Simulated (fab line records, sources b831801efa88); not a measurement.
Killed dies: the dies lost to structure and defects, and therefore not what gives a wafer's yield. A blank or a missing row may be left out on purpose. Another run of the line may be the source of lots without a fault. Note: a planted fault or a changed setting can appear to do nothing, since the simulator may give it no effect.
Comparing a struck lot with a sound one	flow sky130	16 out of 708 route steps
Sound: these wafers, L662.1, L662.5, L662.6. Struck: wafer L669.5. (L669.6 of the same lot was not struck and is left out.) The cause comes at the end.
Order at every step that has rows: each side's tool, ch and its chambers, its first start. Under that, the readings that differ: sound wafers	struck wafers	difference of the means	sigmas: that difference in standard deviations of wafers without a fault.
alike: readings whose means differ by less than 2 such deviations, and words and numbers that are the same on both sides. not compared: withheld readings, readings that some wafer has no value for, bounds like >300 that may hide the same value, and numbers for which the record gives no deviation and whose values overlap.
The two part at a step that has a row with sigmas, a row that says differs or no value, or rows on one side only. Numbers that have no deviation but don't overlap get no sigmas and don't part them. A reading that every wafer of one side lacks parts them only if that side has two wafers or more.

first, 4 steps without rows for these wafers: SKY_LDD_N_IMPLANT_12; SKY_LDD_N_IMPLANT_13; SKY_LDD_N_IMPLANT_14; SKY_LDD_N_IMPLANT_15.
SKY_LDD_N_STRIP_16: strips in O2/N2.
  sound on plasma-asher-02 ch 0,1, day 23 12:32; struck on plasma-asher-02 ch 1, day 23 21:28
  alike: drypump-motor-current-A, oes-product-au, strip-time-to-endpoint-s
  not compared: rf-hours-counter-h
SKY_LDD_N_TW_MEAS_17:
  sound on film-metro-03, day 23 12:38; struck on film-metro-02, day 23 21:32
  alike: LDD_N_TW
then, 6 steps without rows for these wafers: SKY_LDD_P_DEHYDRATE_00 (time 60 s); SKY_LDD_P_HMDS_01 (prime time 60 s); SKY_LDD_P_COAT_02 (resist thk 1140 nm); SKY_LDD_P_SOFTBAKE_03 (time 60 s); SKY_LDD_P_EXPOSE_04 (exposes mask PSDM, target cd 380 nm); SKY_LDD_P_PEB_05.
SKY_LDD_P_DEVELOP_06: develop time 60 s.
  sound on litho-track-03 ch 0, day 24 17:48; struck on litho-track-03 ch 0, day 25 02:12
SKY_LDD_P_CD_MEAS_07: the cd target is 380 nm.
  sound on cd-sem-01, day 24 17:57; struck on cd-sem-01, day 25 02:20
reading	sound	struck	difference	sigmas
cd-nm (nm)	382.8 382.3 381.9	401.8	+19.5	+9
SKY_LDD_P_OVL_MEAS_08:
  sound on overlay-01, day 24 18:04; struck on overlay-02, day 25 02:24
  alike: LDD_P_OVL
-- the record jumps here: 25 days lie between the struck wafers' starts before and after (it left off in module LDD_P and takes up again in module PAD_OPEN, whose first step shown is number 708 of the route) --
SKY_PAD_OPEN_PROBE_99:
  sound on prober-01, day 49 13:52; struck on prober-02, day 49 21:09
reading	sound	struck	difference	sigmas
killed-dies	96 86 76	65	-21	-2
  alike: killed_at_M0_to_M3, killed_at_M4_up, killed-at-contacts, killed-at-front-end, killed-at-other, killed-open, killed-short

WHERE THEY PART
At SKY_LDD_P_CD_MEAS_07 first; at SKY_PAD_OPEN_PROBE_99 last (within this record only).

WHY: the cause the simulator had injected
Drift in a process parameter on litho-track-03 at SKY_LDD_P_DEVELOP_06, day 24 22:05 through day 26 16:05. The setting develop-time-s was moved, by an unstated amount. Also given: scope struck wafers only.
